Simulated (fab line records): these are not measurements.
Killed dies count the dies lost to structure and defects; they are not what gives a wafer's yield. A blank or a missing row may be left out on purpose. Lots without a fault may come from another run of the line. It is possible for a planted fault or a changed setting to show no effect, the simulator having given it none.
Which tool is to blame? -- flow gf180mcu -- at 1 step of a route of 602, 6 lots with 18 wafers sampled

== WHAT THE GAUGES READ, wafer by wafer ==
GF_STI_THK_MEAS_04.
lot,measured,on,STI_CVD_03_THK (nm)
L566,day 1 19:52,film metro-03,205.8 205.1 204.0
L568,day 2 04:35,film metro-03,203.8 203.3 205.2
L570,day 2 18:24,film metro-01,203.0 203.0 202.4
L572,day 3 00:38,film metro-01,207.0 208.0 207.6
L574,day 3 10:35,film metro-03,206.9 205.9 206.6
L587,day 6 03:34,film metro-02,203.6 205.0 203.9

== WHAT TOOL EACH LOT RAN ON (gives the tool, then ch and the chambers of the sampled wafers, and finally the start) ==
Before these readings, the record contains no process step.

== THE ANSWER, worked out from the rows above alone ==
Rule: what is usual is taken from the lots themselves. Put in order of their means at a reading, lots are off if they are a third of the lots or fewer, leave a main group of 4 or more, and stand apart from it by a gap of 3 or more times the standard deviation of the main group's means; of several such gaps the widest counts. Not used: any main group whose means are identical at the precision the tables above print for the reading. Also off: a lot with no number at a reading for which 4 or more lots have one. Where the step has rows for the other lots, those lots are counted as sound.
No lot is off at any reading shown: from this, nothing can be told.

== WHAT HAD BEEN PUT IN BY THE SIMULATOR ==
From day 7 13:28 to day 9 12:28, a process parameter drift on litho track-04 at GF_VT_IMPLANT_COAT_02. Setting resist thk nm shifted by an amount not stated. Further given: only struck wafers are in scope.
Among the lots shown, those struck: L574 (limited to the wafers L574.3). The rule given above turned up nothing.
